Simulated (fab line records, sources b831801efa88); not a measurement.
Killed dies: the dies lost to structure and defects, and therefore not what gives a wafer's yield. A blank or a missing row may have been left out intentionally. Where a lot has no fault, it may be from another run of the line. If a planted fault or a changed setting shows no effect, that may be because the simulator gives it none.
Which of the tools did it? ; flow sky130 ; 18 wafers from 6 lots sampled at 2 of the route's 708 steps

## WHAT EACH GAUGE READ, for each wafer
SKY_SONOS_ONO_THK_MEAS_05.
lot;measured;on;SONOS_ONO_CVD_04_THK (nm)
L989;day 12 18:13;filmMetro-02;5.73 5.69 5.82
L992;day 13 21:19;filmMetro-04;5.70 5.79 5.74
L995;day 14 16:51;filmMetro-04;5.68 5.77 5.69
L998;day 16 06:59;filmMetro-01;5.62 5.73 5.78
L106;day 18 10:14;filmMetro-04;7.59 7.58 7.45
L108;day 19 07:46;filmMetro-04;7.47 7.42 7.44

## WHAT TOOL EACH LOT RAN ON (gives the tool, then ch and the chambers of the sampled wafers, and finally the start)
lot;SKY_SONOS_ONO_CVD_04
L989;lpcvd-03 ch 0, day 12 16:57
L992;lpcvd-03 ch 1, day 13 20:04
L995;lpcvd-03 ch 0, day 14 15:36
L998;lpcvd-03 ch 0, day 16 05:44
L106;lpcvd-03 ch 1, day 18 08:58
L108;lpcvd-03 ch 0, day 19 05:53
- SKY_SONOS_ONO_CVD_04: deposits SiO2 from SiH4/N2O, target thk 5.7199 nm.

## THE ANSWER, worked out from the rows above alone
Rule: the lots themselves supply what counts as usual. The widest of any qualifying gaps counts: lots, ordered by their means at a reading, are off when they make up no more than a third of the lots, leave a main group of 4 or more, and stand apart from it by 3 or more times the standard deviation of that group's means. The tables above print the reading to a certain number of digits; a main group whose means all agree to those digits is not used. Also off: a lot with no number at a reading for which 4 or more lots have one. The other lots that the step has rows for count as sound.
Off: L106, L108, seen at SKY_SONOS_ONO_THK_MEAS_05 (SONOS_ONO_CVD_04_THK). The main group: mean 5.73 nm, standard deviation 0.017.
If a tool, at a process step before that reading, ran all the lots that are off and no sound lot after the first of them, it fits. The gauges at SKY_SONOS_ONO_THK_MEAS_05 are tried like those tools. This does not decide it: 2 tools fit, namely lpcvd-03 at SKY_SONOS_ONO_CVD_04 and filmMetro-04 at SKY_SONOS_ONO_THK_MEAS_05.

## WHAT THE SIMULATOR PUT IN
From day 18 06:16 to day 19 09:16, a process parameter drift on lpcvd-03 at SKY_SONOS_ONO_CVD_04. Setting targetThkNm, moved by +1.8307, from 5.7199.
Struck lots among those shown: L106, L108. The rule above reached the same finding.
